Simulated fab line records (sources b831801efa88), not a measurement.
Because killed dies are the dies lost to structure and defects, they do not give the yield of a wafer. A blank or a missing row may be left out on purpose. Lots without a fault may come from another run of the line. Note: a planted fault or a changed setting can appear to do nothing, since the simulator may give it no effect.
A lot that was struck, set against a sound lot    flow sky130    15 steps out of a route of 708
Sound: wafers L557.2, L557.4, L557.5. Struck: wafers L564.4, L564.6. (L564.3 of the same lot was not struck and is left out.) The cause comes at the end.
For every step that has rows: the tool of each side, followed by ch and its chambers, followed by its first start. Under that, the readings that differ: sound wafers    struck wafers    difference of the means    sigmas: that difference in standard deviations of wafers without a fault.
alike: readings with means less than 2 such deviations apart, plus words and numbers identical on both sides. not compared: withheld readings, readings lacking a value on some wafer, bounds such as >300 that could conceal the same value, and numbers that have no deviation in the record and whose values overlap.
A row with sigmas, a row that says differs or no value, or rows on one side alone: a step with any of these is where the two part. When numbers do not overlap yet have no deviation, they are printed without sigmas and do not part them. Lack of a reading on every wafer of one side parts them only where that side has two or more wafers.

first, 4 steps without rows for these wafers: SKY_LI_CONTACT_SOFTBAKE_08 (time 90 s); SKY_LI_CONTACT_EXPOSE_09 (exposes mask LICM1, target cd 170 nm); SKY_LI_CONTACT_PEB_10; SKY_LI_CONTACT_DEVELOP_11 (develop time 60 s).
SKY_LI_CONTACT_CD_MEAS_12 targets a cd of 170 nm.
  sound: cd-sem-02 at day 32 03:46; struck: cd-sem-01 at day 34 03:31
  alike: cd-nm
SKY_LI_CONTACT_OVL_MEAS_13:
  sound: overlay-01 at day 32 03:53; struck: overlay-01 at day 34 03:37
  alike: LI_CONTACT_OVL
SKY_LI_CONTACT_ETCH_14: etches BARC in N2/H2, stops on SiO2, time 45.9 s, target depth 60 nm.
  sound on rie-diel-01 ch 0,2,3, day 32 03:55; struck on rie-diel-02 ch 3, day 34 03:38
  alike: drypump-motor-current-A, oes-product-au, throttle-valve-pct
  not compared: rf-hours-counter-h
SKY_LI_CONTACT_ETCH_15: etches PSG in C4F8/O2/Ar, stops on Si, target depth 600 nm.
  sound on rie-diel-01 ch 0,2,3, day 32 03:57; struck on rie-diel-02 ch 3, day 34 03:41
  alike: oes-product-au
SKY_LI_CONTACT_STRIP_16: strips in O2/N2.
  sound on plasma-asher-01 ch 0,1, day 32 04:02; struck on plasma-asher-01 ch 0,1, day 34 03:48
  alike: drypump-motor-current-A, oes-product-au, strip-time-to-endpoint-s
  not compared: rf-hours-counter-h
then, 2 steps without rows for these wafers: SKY_LI_CONTACT_CLEAN_17 (cleans in NMP, time 600 s); SKY_LI_CONTACT_PRE_CLEAN_18 (time 5.6 s).
SKY_LI_CONTACT_SPUTTER_19: material Ti, target thk 20 nm, time 106.37 s.
  sound: pvd-sputter-01 at day 32 04:20; struck: pvd-sputter-01 at day 34 04:04
  alike: throttle-valve-pct
SKY_LI_CONTACT_SPUTTER_20: material TiN, target thk 20 nm, time 80 s.
  sound: pvd-sputter-01 at day 32 04:25; struck: pvd-sputter-01 at day 34 04:08
reading                                         sound              struck       difference  sigmas
model.TiN_of_LI_CONTACT_SPUTTER_20.thk-nm (nm)  20.31 20.15 20.31  25.91 25.75  +5.57       
  alike: throttle-valve-pct
SKY_LI_CONTACT_CVD_21: deposits W, target thk 400 nm, time 120.56 s.
  sound on cvd-w-02 ch 0, day 32 04:28; struck on cvd-w-02 ch 0,1, day 34 04:14
  alike: chamber-pressure-Torr, heater-power-w
SKY_PAD_OPEN_PROBE_99:
  the record holds rows for the sound wafers here (prober-02, day 47 16:47) but none for the struck ones

WHERE THEY PART
SKY_PAD_OPEN_PROBE_99 only, going by this record.

WHY: what had been put in by the simulator
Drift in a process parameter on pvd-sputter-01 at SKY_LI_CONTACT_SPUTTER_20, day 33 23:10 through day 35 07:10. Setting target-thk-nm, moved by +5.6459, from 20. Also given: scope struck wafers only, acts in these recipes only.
